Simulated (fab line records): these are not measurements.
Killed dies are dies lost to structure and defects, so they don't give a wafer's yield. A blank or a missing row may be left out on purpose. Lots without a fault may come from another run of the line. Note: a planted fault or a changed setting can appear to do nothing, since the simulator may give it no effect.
Matching of chambers ; flow sfq_line ; SFQ_TRILAYER_A5B_CMP_CMP_130 on cmp-01 has 4 sister chambers
The step polishes, stops on Nb, target thk 340.7 nm. 7 wafers are shown with their chamber, then 7 later ones without.

WAFERS PAIRED WITH THEIR CHAMBERS
wafer;chamber;motor_current_A (A);head_pressure_psi (psi)
L286.4;3;9.9;2.996
L289.5;1;9.6;3.005
L291.3;2;8.5;3.000
L291.5;3;9.4;3.005
L291.6;2;8.6;2.999
L294.3;0;11.9;3.009
L294.5;0;12.0;3.011

WAFERS WHOSE CHAMBER IS MISSING
wafer;motor_current_A (A);head_pressure_psi (psi)
L294.6;10.2;3.004
L302.2;9.9;2.992
L302.4;8.5;3.004
L302.6;9.3;3.014
L307.3;9.9;3.007
L307.2;9.9;3.006
L307.5;9.5;2.993

THE CHAMBER EACH PASSED THROUGH
wafer;from the rows above;in truth
L294.6;can't be placed: 3 or 1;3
L302.2;can't be placed: 3 or 1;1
L302.4;2;2
L302.6;can't be placed: 1 or 3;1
L307.3;can't be placed: 1 or 3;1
L307.2;can't be placed: 1 or 3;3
L307.5;can't be placed: 3 or 1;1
Correctly placed: 1 of 7. Unplaceable from these rows: 6, with the true chamber sitting among the candidates in 6. 0 placed wrongly.
How it was worked out, from the rows above alone: a wafer's distance from a chamber is the root of the sum, over the readings, of the square of ((its reading less the chamber's mean) divided by the reading's scatter). The wafer belongs to the nearest chamber; if the next one is less than 2 further off, it can't be placed. Each chamber's mean is taken over the wafers shown for it. How the scatter is found: for the shown wafers, subtract from each reading the mean of its chamber, square and add these, divide the total by (wafers less chambers), then take the root.
